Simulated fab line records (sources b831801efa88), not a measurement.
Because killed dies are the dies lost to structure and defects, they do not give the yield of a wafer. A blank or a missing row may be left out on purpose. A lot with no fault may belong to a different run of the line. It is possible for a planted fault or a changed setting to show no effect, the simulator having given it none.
fab line records	flow sky130
record: lots: 12	wafers: 36	lastDay: 50
route steps=708 shown VIA4@650 METAL5@665 PAD_OPEN@708
lots with no fault: from the same line, run without faults
startH: the number of hours between the record's first day and the start of the first shown wafer of the lot	waitH: hours since the lot's step before	" the same as in the row above	L1.1+2: several wafers, shown together as one row	- value missing, or start not given	* or withheld: withheld	< > ~ a bound
route shown NAME@n: NAME is a module with steps in the file, n the number in the route of the first one	usual: the fault-free wafers' mean and standard deviation	same: alike in all rows	chamber/n: place in a boat	sites: the reading at each site	_std_site: their standard deviation	_edge_site: mean of outer sites minus mean of inner sites	radiusMm: for every site, how far away it sits from the centre of the wafer	mask NAME#n: copy n	behind: the tool/chamber that last shaped the wafer	hold: what put the lot on hold/how long, in hours/how the hold closed	device: names the non-switching transistor (n, p or np)	end of line: the same wafers' tests at the end of the route	for a step that has no rows: nothing shown but its recipe	killed: count of dies lost to structure and defects at first sort (not the wafer's yield)	map: per-die view of a wafer (x killed, . not killed, _ where there is no die)
set.NAME: the setting the step ran with; set.NAME@STEP: the setting that earlier step ran with	model.NAME: the simulator's own value behind a step, which no gauge read
one table for each step of the route and one row for each wafer, over a sample of lots
services: the hour from which a tool's chamber was out of use, counted from the record's first day as startH (under 0 if before that day), plus the number of hours and why
== steps ==
step: SKY_VIA4_OVL_MEAS_11
usual: VIA4_OVL: 0.5/1.5
lot.wafer	tool	chamber	startH	waitH	VIA4_OVL[nm]
L638.1	overlay-02	-	999.37	0.1	-1.8
L638.5	"	-	"	"	-1.0
L638.6	"	-	"	"	-0.3
L639.3	overlay-01	-	1002.72	0.1	-0.8
L639.4	"	-	"	"	-0.2
L639.5	"	-	"	"	-0.2
L641.2	overlay-01	-	1021.22	0.1	-0.8
L641.5	"	-	"	"	1.1
L641.6	"	-	"	"	0.2
L642.3	overlay-01	-	1036.22	0.1	2.5
L642.4	"	-	"	"	0.9
L642.6	"	-	"	"	2.3
L645.4	overlay-01	-	1057.99	0.1	4.2
L645.5	"	-	"	"	1.6
L645.6	"	-	"	"	2.0
L653.1	overlay-01	-	1106.26	0.1	0.9
L653.3	"	-	"	"	0.5
L653.5	"	-	"	"	0.6
L654.3	overlay-02	-	1109.97	0.1	0.5
L654.5	"	-	"	"	1.2
L654.6	"	-	"	"	1.7
L655.1	overlay-01	-	1111.66	0.1	-0.1
L655.2	"	-	"	"	0.5
L655.6	"	-	"	"	-0.4
L657.2	overlay-02	-	1121.46	0.1	1.7
L657.3	"	-	"	"	2.5
L657.4	"	-	"	"	1.7
L658.3	overlay-01	-	1127.88	0.1	0.3
L658.4	"	-	"	"	-1.4
L658.5	"	-	"	"	1.2
L659.2	overlay-01	-	1129.76	0.1	0.0
L659.4	"	-	"	"	-0.1
L659.6	"	-	"	"	-0.8
L661.1	overlay-02	-	1147.36	0.1	1.4
L661.2	"	-	"	"	-0.2
L661.4	"	-	"	"	-0.4
step: SKY_VIA4_ETCH_12
recipe: target: SiO2	chemistry: C4F8/O2/Ar	stopOn: TiN	maskMaterial: NOVOLAK	sourceW: 1500	biasW: 1200	pressureMtorr: 40	c4f8FlowSccm: withheld	O2_flow_sccm: 6	Ar_flow_sccm: 300	timeS: withheld	targetDepthA: 5800
usual: oesProductAu: 0.926/0.005
lot.wafer	tool	chamber	startH	waitH	oesProductAu
L638.1	rieDiel-01	1	999.41	0.0	0.916
L638.5	"	2	"	"	0.916
L638.6	"	1	"	"	0.920
L639.3	rieDiel-03	3	1002.74	0.0	0.929
L639.4	"	1	"	"	0.932
L639.5	"	2	"	"	0.924
L641.2	rieDiel-03	2	1021.25	0.0	0.925
L641.5	"	2	"	"	0.926
L641.6	"	1	"	"	0.925
L642.3	rieDiel-03	1	1036.25	0.0	0.934
L642.4	"	2	"	"	0.931
L642.6	"	0	"	"	0.924
L645.4	rieDiel-03	0	1058.04	0.0	0.925
L645.5	"	2	"	"	0.921
L645.6	"	1	"	"	0.926
L653.1	rieDiel-01	0	1106.30	0.0	0.925
L653.3	"	1	"	"	0.923
L653.5	"	1	"	"	0.920
L654.3	rieDiel-02	3	1109.99	0.0	0.925
L654.5	"	3	"	"	0.932
L654.6	"	0	"	"	0.929
L655.1	rieDiel-03	3	1111.69	0.0	0.939
L655.2	"	0	"	"	0.923
L655.6	"	0	"	"	0.925
L657.2	rieDiel-01	0	1121.49	0.0	0.923
L657.3	"	3	"	"	0.928
L657.4	"	1	"	"	0.921
L658.3	rieDiel-02	1	1127.91	0.0	0.923
L658.4	"	3	"	"	0.924
L658.5	"	0	"	"	0.917
L659.2	rieDiel-02	1	1129.79	0.0	0.930
L659.4	"	2	"	"	0.929
L659.6	"	1	"	"	0.926
L661.1	rieDiel-02	1	1147.40	0.0	0.922
L661.2	"	3	"	"	0.933
L661.4	"	0	"	"	0.926
step: SKY_METAL5_SPUTTER_04
recipe: material: TiN	targetThkNm: 70	powerW: 6500	timeS: 58.3	chamberPressurePa: 0.4
usual: throttleValvePct: 30.0/0.79
same: timeS: 58.3
lot.wafer	tool	chamber	startH	waitH	throttleValvePct
L638.1	pvdSputter-02	-	1000.88	0.0	30.6
L638.5	"	-	"	"	29.0
L638.6	"	-	"	"	30.0
L639.3	pvdSputter-03	-	1004.26	0.0	29.3
L639.4	"	-	"	"	29.0
L639.5	"	-	"	"	30.6
L641.2	pvdSputter-04	-	1022.73	0.0	30.1
L641.5	"	-	"	"	30.1
L641.6	"	-	"	"	29.5
L642.3	pvdSputter-02	-	1037.73	0.0	28.9
L642.4	"	-	"	"	30.9
L642.6	"	-	"	"	31.0
L645.4	pvdSputter-03	-	1059.67	0.0	31.2
L645.5	"	-	"	"	29.1
L645.6	"	-	"	"	30.9
L653.1	pvdSputter-04	-	1107.77	0.0	29.6
L653.3	"	-	"	"	29.4
L653.5	"	-	"	"	30.0
L654.3	pvdSputter-04	-	1111.80	0.0	29.9
L654.5	"	-	"	"	30.1
L654.6	"	-	"	"	30.5
L655.1	pvdSputter-02	-	1113.21	0.0	29.0
L655.2	"	-	"	"	31.1
L655.6	"	-	"	"	30.8
L657.2	pvdSputter-02	-	1123.17	0.0	28.9
L657.3	"	-	"	"	30.7
L657.4	"	-	"	"	29.1
L658.3	pvdSputter-02	-	1129.63	0.0	30.5
L658.4	"	-	"	"	30.9
L658.5	"	-	"	"	29.9
L659.2	pvdSputter-02	-	1132.05	0.0	31.0
L659.4	"	-	"	"	30.7
L659.6	"	-	"	"	29.8
L661.1	pvdSputter-02	-	1148.87	0.0	29.0
L661.2	"	-	"	"	30.0
L661.4	"	-	"	"	30.9
step: SKY_METAL5_STRIP_16
recipe: chemistry: O2/N2	powerW: 1400	pressureMtorr: 1500	platenTempC: withheld	o2FlowSccm: 3000	n2FlowSccm: 300	overashFraction: 0.5
usual: drypumpMotorCurrentA: 5.8/0.58	oesProductAu: 0.710/0.0045	stripTimeToEndpointS: 13.08/0.16
lot.wafer	tool	chamber	startH	waitH	drypumpMotorCurrentA	oesProductAu	rfHoursCounterH	stripTimeToEndpointS
L638.1	plasmaAsher-02	1	1023.49	0.2	5.7	0.705	59	12.98
L638.5	"	1	"	"	5.6	0.712	-	13.01
L638.6	"	0	"	"	5.7	0.709	-	13.04
L639.3	plasmaAsher-03	0	1027.37	0.1	4.9	0.713	-	13.24
L639.4	"	1	"	"	6.0	0.715	-	13.31
L639.5	"	0	"	"	4.9	0.707	-	13.23
L641.2	plasmaAsher-03	0	1045.14	0.2	4.9	0.704	30	13.24
L641.5	"	1	"	"	6.0	0.711	-	13.24
L641.6	"	0	"	"	4.9	0.709	-	13.15
L642.3	plasmaAsher-03	0	1058.92	0.1	4.9	0.715	-	12.93
L642.4	"	1	"	"	5.9	0.710	-	12.99
L642.6	"	0	"	"	4.9	0.706	-	12.98
L645.4	plasmaAsher-02	0	1081.07	0.1	5.7	0.710	-	13.11
L645.5	"	1	"	"	5.7	0.718	-	13.05
L645.6	"	0	"	"	5.7	0.704	-	13.17
L653.1	plasmaAsher-02	1	1127.04	0.2	5.7	0.706	69	12.95
L653.3	"	1	"	"	5.7	0.709	-	12.94
L653.5	"	1	"	"	5.7	0.712	-	12.94
L654.3	plasmaAsher-02	0	1131.82	0.1	5.7	0.707	-	13.06
L654.5	"	1	"	"	5.7	0.706	-	13.06
L654.6	"	0	"	"	5.7	0.707	-	13.29
L655.1	plasmaAsher-02	1	1132.59	0.2	5.7	0.705	70	12.94
L655.2	"	0	"	"	5.7	0.720	70	13.04
L655.6	"	0	"	"	5.7	0.710	-	13.06
L657.2	plasmaAsher-03	1	1141.64	0.2	5.9	0.714	38	13.39
L657.3	"	0	"	"	4.9	0.701	-	13.42
L657.4	"	1	"	"	6.0	0.718	-	13.25
L658.3	plasmaAsher-03	1	1148.09	0.3	5.9	0.705	-	12.97
L658.4	"	0	"	"	4.9	0.722	-	12.82
L658.5	"	1	"	"	6.0	0.715	-	13.01
L659.2	plasmaAsher-03	1	1150.04	0.2	6.0	0.707	39	13.06
L659.4	"	1	"	"	6.0	0.713	-	13.09
L659.6	"	1	"	"	6.0	0.708	-	13.02
L661.1	plasmaAsher-03	1	1166.95	0.4	6.0	0.714	40	13.35
L661.2	"	0	"	"	4.9	0.721	40	13.47
L661.4	"	0	"	"	4.9	0.711	-	13.33
step: SKY_PAD_OPEN_PROBE_99
usual: defectLimitedYield: 82.5/1.9	killed_at_M0_to_M3: 43/6.7	killed_at_M4_up: 3.2/1.9	killedAtContacts: 24/5.9	killedAtFrontEnd: 15/4.1	killedAtOther: 0.3/0.56	killedDies: 86/9.5	killedOnRim: 17/3.7	killedOpen: 47/7.4	killedShort: 39/5.5	sort_bin_3_pad_short: 0.8/0.4	sort_bin_5_function: 10.4/1.4	sort_bin_6_memory: 6.2/1.2	sortNPass: 406/9.5	sortYieldPct: 82.5/1.9
same: grossDies: 492	killedAtBackSide: 0	sort_bin_4_leakage[%]: 0	sort_bin_8_speed[%]: 0
lot.wafer	tool	chamber	startH	waitH	defectLimitedYield[%]	killed_at_M0_to_M3	killed_at_M4_up	killedAtContacts	killedAtFrontEnd	killedAtOther	killedDies	killedOnRim	killedOpen	killedShort	sort_bin_3_pad_short[%]	sort_bin_5_function[%]	sort_bin_6_memory[%]	sortNPass	sortYieldPct[%]
L638.1	prober-01	-	1070.52	0.1	80.3	41	5	39	11	1	97	22	54	43	1.2	11.6	6.9	395	80.3
L638.5	prober-01	-	1070.72	0.2	78.7	41	6	37	21	0	105	26	61	44	1.4	13.0	6.9	387	78.7
L638.6	prober-01	-	1070.77	0.2	81.3	48	3	30	11	0	92	20	48	44	1.2	9.3	8.1	400	81.3
L639.3	prober-02	-	1074.86	0.2	82.5	38	7	28	13	0	86	14	53	33	0.6	9.8	7.1	406	82.5
L639.4	prober-02	-	1074.91	0.2	83.9	40	5	22	10	2	79	14	31	48	0.8	11.0	4.3	413	83.9
L639.5	prober-02	-	1074.96	0.2	81.3	45	7	20	20	0	92	21	53	39	0.8	12.2	5.7	400	81.3
L641.2	prober-02	-	1090.98	0.1	87.2	30	2	18	13	0	63	18	36	27	0.4	6.9	5.5	429	87.2
L641.5	prober-02	-	1091.13	0.2	85.2	40	6	16	10	1	73	16	32	41	1.6	8.3	4.9	419	85.2
L641.6	prober-02	-	1091.18	0.2	85.6	38	1	22	10	0	71	17	37	34	0.8	8.1	5.5	421	85.6
L642.3	prober-01	-	1103.13	0.2	80.9	44	7	25	18	0	94	17	48	46	1.6	11.2	6.3	398	80.9
L642.4	prober-01	-	1103.18	0.2	81.7	47	7	26	10	0	90	16	47	43	1.4	10.8	6.1	402	81.7
L642.6	prober-01	-	1103.28	0.2	79.9	48	3	31	17	0	99	22	55	44	0.8	9.8	9.6	393	79.9
L645.4	prober-01	-	1124.94	0.2	83.3	45	1	22	13	1	82	15	44	38	0.6	10.4	5.7	410	83.3
L645.5	prober-01	-	1124.99	0.2	85.0	28	4	25	17	0	74	14	46	28	0.8	6.9	7.3	418	85.0
L645.6	prober-01	-	1125.04	0.2	81.3	42	4	26	20	0	92	14	58	34	0.4	11.2	7.1	400	81.3
L653.1	prober-02	-	1166.59	0.1	84.1	40	5	16	17	0	78	18	39	39	0.8	8.3	6.7	414	84.1
L653.3	prober-02	-	1166.69	0.2	81.7	41	4	30	15	0	90	21	39	51	1.0	9.8	7.5	402	81.7
L653.5	prober-02	-	1166.79	0.2	82.7	49	1	26	9	0	85	18	45	40	0.8	8.9	7.5	407	82.7
L654.3	prober-01	-	1170.78	0.2	84.8	44	3	16	12	0	75	15	37	38	1.0	8.1	6.1	417	84.8
L654.5	prober-01	-	1170.88	0.2	80.1	30	26	30	12	0	98	27	41	33	2.8	11.4	5.7	394	80.1
L654.6	prober-01	-	1170.93	0.2	80.9	47	4	16	27	0	94	17	51	43	1.2	11.2	6.7	398	80.9
L655.1	prober-02	-	1171.68	0.1	77.8	34	29	29	17	0	109	24	37	46	2.6	13.2	6.3	383	77.8
L655.2	prober-02	-	1171.73	0.1	80.9	46	3	27	18	0	94	15	52	42	1.2	10.8	7.1	398	80.9
L655.6	prober-02	-	1171.93	0.2	83.1	42	2	25	14	0	83	12	52	31	0.4	11.6	4.9	409	83.1
L657.2	prober-02	-	1179.88	0.1	82.9	40	3	28	12	1	84	18	43	41	1.0	10.2	5.9	408	82.9
L657.3	prober-02	-	1179.93	0.2	78.9	53	5	24	22	0	104	21	60	44	1.2	12.2	7.7	388	78.9
L657.4	prober-02	-	1179.98	0.2	83.5	40	2	23	16	0	81	17	42	39	1.2	9.3	5.9	411	83.5
L658.3	prober-01	-	1185.04	0.2	83.3	41	3	21	16	1	82	17	47	35	0.8	8.7	7.1	410	83.3
L658.4	prober-01	-	1185.09	0.2	83.9	45	2	20	12	0	79	17	44	35	0.4	7.9	7.7	413	83.9
L658.5	prober-01	-	1185.14	0.2	83.5	50	0	19	11	1	81	20	41	40	0.8	9.3	6.3	411	83.5
L659.2	prober-02	-	1186.92	0.1	84.6	45	0	24	7	0	76	9	42	34	0	9.6	5.9	416	84.6
L659.4	prober-02	-	1187.02	0.2	84.6	35	1	29	10	1	76	14	36	40	1.2	8.5	5.7	416	84.6
L659.6	prober-02	-	1187.12	0.2	81.9	44	5	24	16	0	89	9	49	40	0.6	11.2	6.3	403	81.9
L661.1	prober-02	-	1202.32	0.1	83.5	49	1	21	10	0	81	14	38	43	0.8	10.0	5.7	411	83.5
L661.2	prober-02	-	1202.37	0.1	83.7	39	3	19	19	0	80	10	46	34	0.4	10.4	5.5	412	83.7
L661.4	prober-02	-	1202.47	0.2	81.9	53	4	20	12	0	89	21	47	42	0.4	10.8	6.9	403	81.9
killed by level:class
L638.1 LI_CONTACT:geometricParticle:open=13 CONTACT:geometricParticle:short=12 CONTACT:geometricParticle:open=11 VIA1:geometricParticle:open=10 METAL2:geometricParticle:short=8 VIA1:geometricParticle:short=5 VIA2:geometricParticle:open=5 FIELD_ISO:geometricParticle:short=4
L638.5 LI_CONTACT:geometricParticle:open=13 VIA1:geometricParticle:open=12 CONTACT:geometricParticle:open=10 METAL2:geometricParticle:short=9 FIELD_ISO:geometricParticle:open=6 METAL4:geometricParticle:short=6 POLY_GATE:geometricParticle:open=5 LOCAL_INTERCONNECT:geometricParticle:short=5
L638.6 CONTACT:geometricParticle:open=13 METAL2:geometricParticle:short=9 CONTACT:geometricParticle:short=7 METAL1:geometricParticle:short=7 LI_CONTACT:geometricParticle:open=6 VIA1:geometricParticle:open=6 VIA2:geometricParticle:open=6 VIA1:geometricParticle:short=5
L639.3 CONTACT:geometricParticle:open=12 VIA1:geometricParticle:open=12 CONTACT:geometricParticle:short=7 METAL1:geometricParticle:short=7 FIELD_ISO:geometricParticle:open=5 METAL4:geometricParticle:short=5 LI_CONTACT:geometricParticle:open=5 VIA2:geometricParticle:open=4
L639.4 LOCAL_INTERCONNECT:geometricParticle:short=8 METAL1:geometricParticle:short=7 VIA3:geometricParticle:open=6 METAL2:geometricParticle:short=6 CONTACT:geometricParticle:open=5 VIA1:geometricParticle:open=5 FIELD_ISO:geometricParticle:short=4 VIA1:geometricParticle:short=4
L639.5 VIA1:geometricParticle:open=15 VIA3:geometricParticle:open=9 CONTACT:geometricParticle:short=8 FIELD_ISO:geometricParticle:open=7 METAL2:geometricParticle:short=5 METAL1:geometricParticle:short=5 FIELD_ISO:geometricParticle:short=4 LI_CONTACT:geometricParticle:open=4
L641.2 VIA1:geometricParticle:open=7 CONTACT:geometricParticle:open=6 METAL2:geometricParticle:short=5 VIA3:geometricParticle:open=5 METAL1:geometricParticle:short=4 VIA1:geometricParticle:short=4 POLY_GATE:geometricParticle:short=3 LI_CONTACT:geometricParticle:open=3
L641.5 VIA1:geometricParticle:open=9 CONTACT:geometricParticle:open=8 METAL2:geometricParticle:short=6 FIELD_ISO:geometricParticle:short=5 METAL4:geometricParticle:short=5 VIA2:geometricParticle:short=5 VIA1:geometricParticle:short=4 LI_CONTACT:geometricParticle:open=3
L641.6 VIA1:geometricParticle:open=11 CONTACT:geometricParticle:short=6 LI_CONTACT:geometricParticle:open=5 METAL2:geometricParticle:short=5 CONTACT:geometricParticle:open=5 VIA1:geometricParticle:short=5 VIA3:geometricParticle:open=5 METAL1:geometricParticle:short=4
L642.3 VIA1:geometricParticle:open=13 CONTACT:geometricParticle:open=10 VIA2:geometricParticle:short=8 LI_CONTACT:geometricParticle:open=6 METAL4:geometricParticle:short=6 VIA3:geometricParticle:open=5 POLY_GATE:geometricParticle:open=4 POLY_GATE:geometricParticle:short=4
L642.4 VIA1:geometricParticle:open=13 LI_CONTACT:geometricParticle:open=10 CONTACT:geometricParticle:open=7 METAL2:geometricParticle:short=6 VIA2:geometricParticle:short=5 VIA3:geometricParticle:open=5 METAL3:geometricParticle:short=5 POLY_GATE:geometricParticle:short=4
L642.6 CONTACT:geometricParticle:open=10 VIA2:geometricParticle:open=10 CONTACT:geometricParticle:short=9 VIA1:geometricParticle:open=9 LI_CONTACT:geometricParticle:open=8 POLY_GATE:geometricParticle:short=6 METAL2:geometricParticle:short=6 METAL1:geometricParticle:short=5
L645.4 CONTACT:geometricParticle:open=10 METAL2:geometricParticle:short=9 VIA2:geometricParticle:open=8 VIA1:geometricParticle:open=7 LI_CONTACT:geometricParticle:open=6 METAL1:geometricParticle:short=5 VIA1:geometricParticle:short=5 POLY_GATE:geometricParticle:short=4
L645.5 VIA1:geometricParticle:open=10 CONTACT:geometricParticle:open=9 LI_CONTACT:geometricParticle:open=7 VIA2:geometricParticle:open=7 POLY_GATE:geometricParticle:open=6 CONTACT:geometricParticle:short=6 FIELD_ISO:geometricParticle:short=5 POLY_GATE:geometricParticle:short=4
L645.6 VIA1:geometricParticle:open=13 CONTACT:geometricParticle:open=12 LI_CONTACT:geometricParticle:open=8 POLY_GATE:geometricParticle:open=7 VIA1:geometricParticle:short=7 VIA3:geometricParticle:open=6 FIELD_ISO:geometricParticle:short=5 VIA2:geometricParticle:open=4
L653.1 VIA1:geometricParticle:open=12 FIELD_ISO:geometricParticle:short=8 METAL1:geometricParticle:short=7 LI_CONTACT:geometricParticle:open=6 VIA1:geometricParticle:short=5 CONTACT:geometricParticle:open=5 VIA2:geometricParticle:short=5 VIA3:geometricParticle:open=5
L653.3 CONTACT:geometricParticle:open=10 VIA1:geometricParticle:open=10 LOCAL_INTERCONNECT:geometricParticle:short=7 VIA3:geometricParticle:open=5 POLY_GATE:geometricParticle:short=5 METAL1:geometricParticle:short=5 FIELD_ISO:geometricParticle:short=4 LI_CONTACT:geometricParticle:short=4
L653.5 VIA1:geometricParticle:open=12 METAL2:geometricParticle:short=12 CONTACT:geometricParticle:open=9 CONTACT:geometricParticle:short=6 VIA3:geometricParticle:open=6 LI_CONTACT:geometricParticle:open=5 METAL2:geometricParticle:open=5 VIA2:geometricParticle:open=4
L654.3 VIA1:geometricParticle:open=8 CONTACT:geometricParticle:open=8 VIA3:geometricParticle:open=7 METAL3:geometricParticle:short=6 VIA2:geometricParticle:short=5 METAL1:geometricParticle:short=4 METAL2:geometricParticle:short=4 VIA2:geometricParticle:open=4
L654.5 METAL5:unspecified=24 CONTACT:geometricParticle:open=14 VIA1:geometricParticle:open=10 CONTACT:geometricParticle:short=7 POLY_GATE:geometricParticle:short=5 LOCAL_INTERCONNECT:geometricParticle:short=4 VIA1:geometricParticle:short=4 VIA2:geometricParticle:open=4
L654.6 VIA1:geometricParticle:open=9 POLY_GATE:geometricParticle:open=8 METAL1:geometricParticle:short=8 CONTACT:geometricParticle:open=8 VIA3:geometricParticle:open=7 FIELD_ISO:geometricParticle:open=6 METAL2:geometricParticle:short=6 VIA3:geometricParticle:short=6
L655.1 METAL5:unspecified=26 LI_CONTACT:geometricParticle:open=10 CONTACT:geometricParticle:short=9 VIA1:geometricParticle:short=7 VIA1:geometricParticle:open=6 VIA3:geometricParticle:open=6 POLY_GATE:geometricParticle:open=5 CONTACT:geometricParticle:open=5
L655.2 VIA1:geometricParticle:open=14 LI_CONTACT:geometricParticle:open=9 METAL1:geometricParticle:short=8 CONTACT:geometricParticle:open=7 VIA2:geometricParticle:open=6 POLY_GATE:geometricParticle:open=5 FIELD_ISO:geometricParticle:short=5 LOCAL_INTERCONNECT:geometricParticle:short=5
L655.6 CONTACT:geometricParticle:open=11 VIA1:geometricParticle:open=8 METAL1:geometricParticle:short=7 LI_CONTACT:geometricParticle:open=6 VIA2:geometricParticle:open=6 VIA3:geometricParticle:open=6 FIELD_ISO:geometricParticle:short=5 CONTACT:geometricParticle:short=4
L657.2 CONTACT:geometricParticle:open=14 VIA1:geometricParticle:short=8 VIA1:geometricParticle:open=6 VIA2:geometricParticle:open=6 LOCAL_INTERCONNECT:geometricParticle:short=5 CONTACT:geometricParticle:short=5 METAL1:geometricParticle:short=5 METAL3:geometricParticle:short=4
L657.3 VIA1:geometricParticle:open=12 CONTACT:geometricParticle:open=10 FIELD_ISO:geometricParticle:open=7 VIA1:geometricParticle:short=7 VIA2:geometricParticle:open=6 METAL2:geometricParticle:short=6 VIA3:geometricParticle:open=6 LI_CONTACT:geometricParticle:open=5
L657.4 LI_CONTACT:geometricParticle:open=10 METAL1:geometricParticle:short=10 CONTACT:geometricParticle:open=6 VIA1:geometricParticle:open=6 FIELD_ISO:geometricParticle:short=5 CONTACT:geometricParticle:short=5 VIA1:geometricParticle:short=5 VIA2:geometricParticle:open=5
L658.3 CONTACT:geometricParticle:open=9 VIA1:geometricParticle:open=9 VIA2:geometricParticle:open=8 VIA1:geometricParticle:short=7 FIELD_ISO:geometricParticle:open=5 LOCAL_INTERCONNECT:geometricParticle:short=5 POLY_GATE:geometricParticle:open=4 CONTACT:geometricParticle:short=4
L658.4 VIA1:geometricParticle:open=10 CONTACT:geometricParticle:open=9 VIA2:geometricParticle:open=7 METAL1:geometricParticle:short=6 VIA3:geometricParticle:open=5 CONTACT:geometricParticle:short=5 METAL2:geometricParticle:short=4 POLY_GATE:geometricParticle:short=3
L658.5 VIA1:geometricParticle:open=12 VIA2:geometricParticle:open=9 CONTACT:geometricParticle:open=7 VIA1:geometricParticle:short=6 METAL1:geometricParticle:short=5 METAL2:geometricParticle:short=5 POLY_GATE:geometricParticle:short=4 LOCAL_INTERCONNECT:geometricParticle:short=4
L659.2 METAL2:geometricParticle:short=11 LI_CONTACT:geometricParticle:open=10 CONTACT:geometricParticle:open=8 VIA1:geometricParticle:open=8 VIA3:geometricParticle:open=8 METAL1:geometricParticle:short=5 VIA2:geometricParticle:short=5 POLY_GATE:geometricParticle:open=3
L659.4 CONTACT:geometricParticle:open=8 CONTACT:geometricParticle:short=8 LI_CONTACT:geometricParticle:open=7 VIA1:geometricParticle:open=6 VIA2:geometricParticle:short=6 METAL1:geometricParticle:short=5 VIA3:geometricParticle:open=4 VIA1:geometricParticle:short=4
L659.6 CONTACT:geometricParticle:open=11 VIA2:geometricParticle:open=7 VIA1:geometricParticle:open=7 VIA1:geometricParticle:short=7 VIA3:geometricParticle:open=7 METAL1:geometricParticle:short=5 POLY_GATE:geometricParticle:short=4 METAL4:geometricParticle:short=4
L661.1 VIA1:geometricParticle:open=12 LOCAL_INTERCONNECT:geometricParticle:short=6 CONTACT:geometricParticle:open=6 METAL1:geometricParticle:short=6 VIA1:geometricParticle:short=5 CONTACT:geometricParticle:short=5 METAL2:geometricParticle:short=5 VIA2:geometricParticle:open=5
L661.2 VIA1:geometricParticle:open=10 FIELD_ISO:geometricParticle:open=6 VIA1:geometricParticle:short=6 CONTACT:geometricParticle:open=5 LI_CONTACT:geometricParticle:short=5 METAL2:geometricParticle:short=5 VIA2:geometricParticle:open=5 VIA3:geometricParticle:open=5
L661.4 VIA1:geometricParticle:open=13 VIA2:geometricParticle:open=8 LOCAL_INTERCONNECT:geometricParticle:short=5 CONTACT:geometricParticle:open=5 VIA1:geometricParticle:short=5 VIA2:geometricParticle:short=5 VIA3:geometricParticle:open=5 METAL1:geometricParticle:short=4
== services ==
tool	chamber	startH	hours	kind
rieDiel-01	0	988.41	1.2	repair
pvdSputter-04	-	988.89	3.6	repair
rieDiel-02	2	1027.18	3.0	repair
plasmaAsher-02	-	1029.89	1.2	repair
rieDiel-02	3	1038.89	6.1	repair
rieDiel-03	3	1040.74	7.6	repair
pvdSputter-02	3	1046.93	-	consumableReplace:kit
rieDiel-02	3	1052.23	3.3	repair
rieDiel-03	3	1057.69	3.9	repair
pvdSputter-04	-	1069.63	5.3	repair
pvdSputter-03	-	1075.49	11.1	repair
pvdSputter-03	-	1093.45	15.1	repair
rieDiel-03	1	1109.17	4.7	repair
rieDiel-02	0	1117.25	8.5	repair
rieDiel-03	0	1119.20	1.6	repair
plasmaAsher-03	-	1120.43	19.1	repair
rieDiel-01	1	1122.20	3.5	repair
rieDiel-01	0	1123.82	3.9	repair
pvdSputter-04	-	1132.14	4.7	repair
rieDiel-01	-	1132.84	2.8	pm
pvdSputter-03	-	1133.68	1.4	repair
rieDiel-03	0	1140.84	6.2	repair
pvdSputter-04	-	1154.21	3.7	repair
rieDiel-02	-	1164.48	0.3	repair
== key ==
firstSign: step: SKY_PAD_OPEN_PROBE_99	reading: killed_at_M4_up	direction: up	sigmas: 12	usual: 3.2	struck: 27.5
effect: step: SKY_PAD_OPEN_PROBE_99	reading: sort_bin_3_pad_short	direction: up	sigmas: 4.8	usual: 0.8	struck: 2.7
metAt SKY_METAL5_STRIP_16
struckLots L654,L655
struckWafers L654.5,L655.1
notActingAt SKY_VIA4_OVL_MEAS_11,SKY_VIA4_ETCH_12,SKY_METAL5_SPUTTER_04
onsetBetween 1127.04 1131.82
fault: kind: chamberParticleSource	tool: plasmaAsher-02	chamber: 1	onsetH: 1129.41	steps: SKY_METAL5_STRIP_16	ratePerVisitCm2: 1.027	endH: 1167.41
